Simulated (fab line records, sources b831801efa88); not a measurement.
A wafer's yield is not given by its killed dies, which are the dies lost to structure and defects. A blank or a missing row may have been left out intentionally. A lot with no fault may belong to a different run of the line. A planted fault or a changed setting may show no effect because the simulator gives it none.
Chamber matching | flow sky130 | SKY_METAL4_ETCH_17 on rie_diel-01: 4 sister chambers
The step etches SiO2 in C4F8/O2/Ar, stops on TiN, time 3.9 s, target depth 15 nm. 4 wafers are shown with their chamber, then 7 later ones without.

== WAFERS WITH THEIR CHAMBER ==
wafer  | chamber | oes_product_au (a.u.)
L077.6 | 2       | 0.759
L080.5 | 1       | 0.751
L089.1 | 3       | 0.745
L089.4 | 0       | 0.756

== WAFERS MISSING THEIR CHAMBER ==
wafer  | oes_product_au (a.u.)
L089.5 | 0.754
L092.1 | 0.752
L092.2 | 0.747
L092.5 | 0.749
L095.2 | 0.741
L095.3 | 0.754
L095.6 | 0.752

== THE CHAMBER EACH PASSED THROUGH ==
wafer  | from the rows above          | in truth
L089.5 | can't be placed: 0 or 1 or 2 | 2
L092.1 | can't be placed: 1 or 0      | 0
L092.2 | can't be placed: 3 or 1      | 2
L092.5 | can't be placed: 1 or 3      | 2
L095.2 | 3                            | 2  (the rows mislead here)
L095.3 | can't be placed: 0 or 1 or 2 | 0
L095.6 | can't be placed: 1 or 0      | 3
Correctly placed: 0 of 7. From these rows, 6 cannot be placed; in 3 the true chamber is one of the candidates. Placed wrongly: 1.
How it was worked out, from the rows above alone: a wafer's distance from a chamber is the root of the sum, over the readings, of the square of ((its reading less the chamber's mean) divided by the reading's scatter). If the next closest chamber is less than 2 further off than the closest, the wafer can't be placed; otherwise it belongs to the closest. A chamber's mean is the mean of its shown wafers. The scatter: root of mean squared gap, hidden wafer to nearest shown wafer, with one shown wafer a chamber.
